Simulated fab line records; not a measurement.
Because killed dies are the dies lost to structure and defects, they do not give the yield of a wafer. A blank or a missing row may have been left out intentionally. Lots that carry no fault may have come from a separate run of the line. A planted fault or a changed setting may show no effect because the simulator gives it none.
Which of the tools did it?    flow sky130    6 lots, 18 wafers sampled, at 4 steps of a route of 708

## WHAT THE GAUGES READ, wafer by wafer
SKY_NWELL_TW_MEAS_26.
lot   measured      on             NWELL_2_TW
L626  day 5 17:00   film-metro-04  500 495 500
L630  day 7 04:03   film-metro-04  503 501 501
L634  day 8 03:10   film-metro-02  499 496 499
L639  day 9 02:14   film-metro-01  489 488 486
L641  day 9 17:20   film-metro-02  833 838 831 836 833 830
L643  day 10 04:11  film-metro-01  823 820 823 822 824 823

## WHAT TOOL EACH LOT RAN ON (gives the tool, then ch and the chambers of the sampled wafers, and finally the start)
lot   SKY_FIELD_ISO_STRIP_16               SKY_PWDE_STRIP_09                    SKY_NWELL_IMPLANT_24
L626  plasma-asher-03 ch 0,1, day 2 15:38  plasma-asher-02 ch 0,1, day 4 04:49  implanter-03 ch 0, day 5 16:46
L630  plasma-asher-03 ch 0,1, day 3 12:58  plasma-asher-02 ch 1, day 5 12:34    implanter-04 ch 0, day 7 03:49
L634  plasma-asher-02 ch 0,1, day 4 13:07  plasma-asher-03 ch 0,1, day 6 10:14  implanter-02 ch 0, day 8 02:55
L639  plasma-asher-02 ch 0,1, day 5 10:01  plasma-asher-02 ch 0, day 7 07:43    implanter-04 ch 0, day 9 01:59
L641  plasma-asher-03 ch 0,1, day 5 23:05  plasma-asher-02 ch 0,1, day 7 22:05  implanter-04 ch 0, day 9 17:07
L643  plasma-asher-04 ch 0,1, day 6 09:26  plasma-asher-01 ch 0,1, day 8 09:43  implanter-04 ch 0, day 10 03:58
- SKY_FIELD_ISO_STRIP_16: strips in O2/N2.
- SKY_PWDE_STRIP_09: strips in O2/N2.
- SKY_NWELL_IMPLANT_24

## THE ANSWER, worked out from the rows above alone
Rule: what is usual is taken from the lots themselves. Put in order of their means at a reading, lots are off if they are a third of the lots or fewer, leave a main group of 4 or more, and stand apart from it by a gap of 3 or more times the standard deviation of the main group's means; of several such gaps the widest counts. The tables above print the reading to a certain number of digits; a main group whose means all agree to those digits is not used. A lot without any number at a reading at which 4 lots or more have one is off too. The other lots that the step has rows for count as sound.
Off: L641, L643, at SKY_NWELL_TW_MEAS_26 (NWELL_2_TW). For the main group the mean is 496 and the standard deviation 5.3.
A tool fits if, at a process step before that reading, it ran every lot that is off, and no sound lot after the first of them. The gauges at SKY_NWELL_TW_MEAS_26 are tried like those tools. One fits: implanter-04 at SKY_NWELL_IMPLANT_24. Its last sound lot is L639 (day 9 01:59), its first lot that is off L641 (day 9 17:07): a fault that began between those two fits.

## WHAT THE SIMULATOR HAD INSERTED
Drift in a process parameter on implanter-04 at SKY_NWELL_IMPLANT_24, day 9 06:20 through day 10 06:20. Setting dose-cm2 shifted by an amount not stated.
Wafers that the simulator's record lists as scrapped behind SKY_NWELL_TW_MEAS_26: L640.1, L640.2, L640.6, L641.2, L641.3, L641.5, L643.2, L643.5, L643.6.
Struck lots among those shown: L641, L643. The rule above reached the same finding.
